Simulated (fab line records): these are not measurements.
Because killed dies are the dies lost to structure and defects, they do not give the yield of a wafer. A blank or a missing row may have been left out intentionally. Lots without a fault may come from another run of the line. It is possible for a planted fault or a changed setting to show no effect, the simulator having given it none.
Which tool was responsible?	flow gf180mcu	12 lots, 36 wafers sampled, at 6 steps of a route of 602

WHAT THE GAUGES READ, wafer by wafer
GF_POLY_GATE_THK_MEAS_17. Usual: for POLY_GATE_OXIDATION_THK the level is 4.00 nm and the standard deviation is 0.071.
lot	measured	on	POLY_GATE_OXIDATION_THK (nm)	flag
L296	day 9 21:52	filmMetro-04	4.07 4.10 4.07	
L297	day 9 23:49	filmMetro-02	3.99 4.05 3.95	
L299	day 10 17:19	filmMetro-04	4.08 4.08 4.05	
L301	day 11 10:40	filmMetro-04	4.03 4.03 4.07	
L303	day 11 17:46	filmMetro-03	4.07 4.04 4.07	
L304	day 12 02:56	filmMetro-02	3.90 4.01 3.93	
L307	day 12 18:14	filmMetro-03	4.08 3.99 4.00	
L311	day 14 00:44	filmMetro-03	3.93 3.96 3.89	
L312	day 14 10:10	filmMetro-03	3.98 4.07 4.07	
L314	day 14 20:52	filmMetro-04	4.00 3.84 3.96	
L315	day 15 04:26	filmMetro-03	3.94 3.90 3.89	
L316	day 15 13:20	filmMetro-04	3.95 3.93 3.89	

GF_HV_LDD_TW_MEAS_38. Usual: for HV_LDD_3_TW the level is 1432 and the standard deviation is 16.
lot	measured	on	HV_LDD_3_TW	flag
L296	day 12 07:41	filmMetro-02	1419 1418 1419	
L297	day 12 10:19	filmMetro-01	1436 1429 1431	
L299	day 13 04:40	filmMetro-02	1417 1415 1406	
L301	day 14 00:26	filmMetro-04	1447 1442 1443	
L303	day 14 07:14	filmMetro-02	1401 1405 1410	
L304	day 14 17:11	filmMetro-01	1448 1445 1450	
L307	day 15 09:46	filmMetro-04	1463 1455 1456	
L311	day 16 19:17	filmMetro-01	1314 1327 1323	OFF
L312	day 17 05:23	filmMetro-01	1327 1322 1320	OFF
L314	day 17 16:10	filmMetro-04	1441 1447 1449	
L315	day 18 00:55	filmMetro-04	1452 1447 1451	
L316	day 18 11:08	filmMetro-01	1431 1421 1430	

GF_HV_LDD_RS_MEAS_53: a four-point-probe measurement. Usual: for HV_LDD_RS the level is 418.2 ohm/sq and the standard deviation is 0.87.
lot	measured	on	HV_LDD_RS (ohm/sq)	flag
L296	day 13 04:00	filmMetro-04	417.7 419.5 418.1	
L297	day 13 07:09	filmMetro-02	416.5 416.9 417.4	
L299	day 14 01:26	filmMetro-04	418.3 416.7 418.4	
L301	day 14 21:30	filmMetro-01	418.2 417.9 418.0	
L303	day 15 05:14	filmMetro-04	418.2 418.0 418.3	
L304	day 15 14:52	filmMetro-01	418.5 418.9 418.6	
L307	day 16 08:08	filmMetro-01	417.5 417.6 417.8	
L311	day 17 18:33	filmMetro-04	437.1 437.2 437.8	OFF
L312	day 18 04:08	filmMetro-02	437.3 437.3 435.8	OFF
L314	day 18 15:32	filmMetro-04	418.9 418.1 419.3	
L315	day 19 01:23	filmMetro-04	420.1 418.2 419.3	
L316	day 19 10:54	filmMetro-01	417.6 418.1 417.1	

TOOL THAT RAN EACH LOT (tool first, then ch and the chambers of the sampled wafers, then the start)
lot	GF_POLY_GATE_STRIP_14	GF_HV_LDD_IMPLANT_35	GF_HV_LDD_STRIP_49
L296	plasmaAsher-01 ch 0,1, day 9 20:28	implanter-01 ch 0, day 12 07:19	plasmaAsher-03 ch 0,1, day 13 03:43
L297	plasmaAsher-01 ch 0,1, day 9 20:47	implanter-01 ch 0, day 12 09:55	plasmaAsher-03 ch 0, day 13 06:52
L299	plasmaAsher-04 ch 0,1, day 10 15:55	implanter-03 ch 0, day 13 04:16	plasmaAsher-01 ch 0,1, day 14 01:07
L301	plasmaAsher-02 ch 0,1, day 11 08:25	implanter-04 ch 0, day 14 00:04	plasmaAsher-01 ch 0,1, day 14 21:13
L303	plasmaAsher-04 ch 0,1, day 11 15:11	implanter-04 ch 0, day 14 06:50	plasmaAsher-01 ch 0,1, day 15 04:43
L304	plasmaAsher-01 ch 0, day 12 00:52	implanter-01 ch 0, day 14 16:48	plasmaAsher-03 ch 0,1, day 15 14:34
L307	plasmaAsher-01 ch 0,1, day 12 16:23	implanter-01 ch 0, day 15 09:22	plasmaAsher-01 ch 0,1, day 16 07:49
L311	plasmaAsher-01 ch 0,1, day 13 22:20	implanter-04 ch 0, day 16 18:53	plasmaAsher-03 ch 0,1, day 17 18:17
L312	plasmaAsher-04 ch 0,1, day 14 08:04	implanter-04 ch 0, day 17 04:59	plasmaAsher-01 ch 1, day 18 03:52
L314	plasmaAsher-02 ch 0,1, day 14 19:05	implanter-03 ch 0, day 17 15:46	plasmaAsher-01 ch 0,1, day 18 15:13
L315	plasmaAsher-02 ch 0,1, day 15 03:02	implanter-03 ch 0, day 18 00:31	plasmaAsher-03 ch 0,1, day 19 01:07
L316	plasmaAsher-02 ch 0,1, day 15 09:59	implanter-03 ch 0, day 18 10:44	plasmaAsher-01 ch 0,1, day 19 10:38
- GF_POLY_GATE_STRIP_14: strips in O2/N2.
- GF_HV_LDD_IMPLANT_35
- GF_HV_LDD_STRIP_49: strips in O2/N2.

AS READ BY THE TOOLS THEMSELVES (means over the sampled wafers that have a number; for cases with no such wafer, the mark the record gives instead)
GF_POLY_GATE_STRIP_14. Usual: drypumpMotorCurrentA 5.62 A, standard deviation 0.28; heaterPowerW 354 W, standard deviation 19; oesProductAu 0.504 a.u., standard deviation 0.0048.
lot	tool	drypumpMotorCurrentA (A)	heaterPowerW (W)	oesProductAu (a.u.)	flag
L296	plasmaAsher-01	5.30	372	0.507	
L297	plasmaAsher-01	5.31	372	0.502	
L299	plasmaAsher-04	5.91	344	0.502	
L301	plasmaAsher-02	5.75	334	0.505	
L303	plasmaAsher-04	5.93	344	0.506	
L304	plasmaAsher-01	5.25	365	0.509	
L307	plasmaAsher-01	5.27	365	0.505	
L311	plasmaAsher-01	5.29	364	0.507	
L312	plasmaAsher-04	5.93	338	0.501	
L314	plasmaAsher-02	5.75	332	0.500	
L315	plasmaAsher-02	5.77	342	0.504	
L316	plasmaAsher-02	5.73	333	0.503	

GF_HV_LDD_IMPLANT_35. Usual: doseIonsCm2 7.497e+12, standard deviation 8.2e+09; faradayCurrentUA 42.3, standard deviation 0.87.
lot	tool	doseIonsCm2	faradayCurrentUA	flag
L296	implanter-01	7.500e+12	42.0	
L297	implanter-01	7.498e+12	41.5	
L299	implanter-03	7.494e+12	42.8	
L301	implanter-04	7.502e+12	42.6	
L303	implanter-04	7.502e+12	42.8	
L304	implanter-01	7.496e+12	41.8	
L307	implanter-01	7.495e+12	42.0	
L311	implanter-04	7.440e+11	4.1	OFF
L312	implanter-04	7.323e+11	4.3	OFF
L314	implanter-03	7.506e+12	42.5	
L315	implanter-03	7.508e+12	41.8	
L316	implanter-03	7.499e+12	43.0	

GF_HV_LDD_STRIP_49. Usual: drypumpMotorCurrentA 5.6 A, standard deviation 0.38; heaterPowerW 335 W, standard deviation 43; oesProductAu 0.716 a.u., standard deviation 0.0045; stripTimeToEndpointS 12.65 s, standard deviation 0.032.
lot	tool	drypumpMotorCurrentA (A)	heaterPowerW (W)	oesProductAu (a.u.)	stripTimeToEndpointS (s)	flag
L296	plasmaAsher-03	5.9	269	0.715	12.69	
L297	plasmaAsher-03	6.2	267	0.718	12.65	
L299	plasmaAsher-01	5.3	371	0.711	12.66	
L301	plasmaAsher-01	5.3	377	0.715	12.65	
L303	plasmaAsher-01	5.3	370	0.718	12.66	
L304	plasmaAsher-03	5.9	269	0.714	12.70	
L307	plasmaAsher-01	5.3	377	0.718	12.63	
L311	plasmaAsher-03	5.9	275	0.717	12.68	
L312	plasmaAsher-01	5.4	382	0.714	12.63	
L314	plasmaAsher-01	5.3	375	0.715	12.69	
L315	plasmaAsher-03	5.6	294	0.713	12.63	
L316	plasmaAsher-01	5.3	371	0.712	12.63	

THE ANSWER, worked out from the rows above alone
Rule: a lot counts as off when the mean over its wafers that have a number is more than 3 standard deviations away from the usual mean. A lot without any number at a reading at which 4 lots or more have one is off too. Where the step has rows for the other lots, those lots are counted as sound. First the gauges in route order, then the tools' own readings, where a lot's mean is used as printed above. The first step at which some lot is off is used, and at that step the reading that is off furthest; a lot without a number counts as furthest.
Off: L311, L312, at GF_HV_LDD_TW_MEAS_38 (HV_LDD_3_TW).
A tool fits if, at a process step before that reading, it ran every lot that is off, and no sound lot after the first of them. Not tried: the gauges at GF_HV_LDD_TW_MEAS_38; whatever is off there is also off at GF_HV_LDD_RS_MEAS_53, on other tools, and gauge error can't account for it. One fits: GF_HV_LDD_IMPLANT_35 on implanter-04. A fault onset in the window from L303 (day 14 06:50, its last sound lot) to L311 (day 16 18:53, its first lot off) fits.
The tool's own readings at GF_HV_LDD_IMPLANT_35 bear it out: on the lots that are off they differ by more than 5 times the standard deviation of the sound lots' means. doseIonsCm2 reads 7.382e+11 there against 7.500e+12 on the sound lots; faradayCurrentUA reads 4.2 there against 42.3 on the sound lots.

WHAT THE SIMULATOR HAD PUT IN
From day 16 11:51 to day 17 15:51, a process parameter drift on implanter-04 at GF_HV_LDD_IMPLANT_35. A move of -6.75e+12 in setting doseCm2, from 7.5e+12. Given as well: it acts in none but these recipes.
Shown lots that were struck: L311, L312. The rule above reached the same finding.
